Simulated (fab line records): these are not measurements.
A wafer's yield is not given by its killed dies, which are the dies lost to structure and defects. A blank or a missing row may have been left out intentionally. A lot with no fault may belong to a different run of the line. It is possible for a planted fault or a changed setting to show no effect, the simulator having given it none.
Which of the tools did it? | flow sky130 | Sampling: 6 lots, 18 wafers, 2 of 708 route steps

## WHAT THE GAUGES SHOWED, per wafer
SKY_SONOS_ONO_THK_MEAS_05.
lot  | measured     | on           | SONOS_ONO_CVD_04_THK (nm)
L745 | day 12 06:01 | filmMetro-01 | 5.65 5.58 5.57
L747 | day 12 14:15 | filmMetro-01 | 5.85 5.91 5.83
L750 | day 14 02:06 | filmMetro-03 | 5.87 5.93 5.86
L753 | day 15 07:22 | filmMetro-01 | 5.67 5.52 5.62
L761 | day 17 15:34 | filmMetro-03 | 9.24 9.20 9.27
L763 | day 18 09:58 | filmMetro-04 | 9.26 9.16 9.22

## WHICH TOOL RAN EACH LOT (tool, then ch and the chambers of the sampled wafers, then the start)
lot  | SKY_SONOS_ONO_CVD_04
L745 | lpcvd-03 ch 0, day 12 04:46
L747 | lpcvd-03 ch 1, day 12 12:59
L750 | lpcvd-03 ch 1, day 14 00:51
L753 | lpcvd-03 ch 1, day 15 06:07
L761 | lpcvd-03 ch 1, day 17 14:18
L763 | lpcvd-03 ch 1, day 18 08:41
- SKY_SONOS_ONO_CVD_04: deposits SiO2 from SiH4/N2O, target thk 5.7199 nm.

## THE ANSWER, worked out from the rows above alone
Rule: usual is defined by the lots themselves. The widest of any qualifying gaps counts: lots, ordered by their means at a reading, are off when they make up no more than a third of the lots, leave a main group of 4 or more, and stand apart from it by 3 or more times the standard deviation of that group's means. If all means in a main group match to the digits the tables above print for the reading, that group is not used. Also off: a lot with no number at a reading for which 4 or more lots have one. Any other lot the step has rows for is counted as sound.
Off: L761, L763, at SKY_SONOS_ONO_THK_MEAS_05 (SONOS_ONO_CVD_04_THK). The main group: mean 5.74 nm, standard deviation 0.14.
A tool fits if, at a process step before that reading, it ran every lot that is off, and no sound lot after the first of them. Gauges at SKY_SONOS_ONO_THK_MEAS_05: tried the same way as those tools. One fits: lpcvd-03 at SKY_SONOS_ONO_CVD_04. Its last sound lot is L753 (day 15 06:07), its first lot that is off L761 (day 17 14:18): a fault that began between those two fits.

## WHAT THE SIMULATOR HAD INSERTED
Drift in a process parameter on lpcvd-03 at SKY_SONOS_ONO_CVD_04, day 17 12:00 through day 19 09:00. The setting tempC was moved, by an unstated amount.
Shown lots that were struck: L761, L763. The same result came from the rule above.
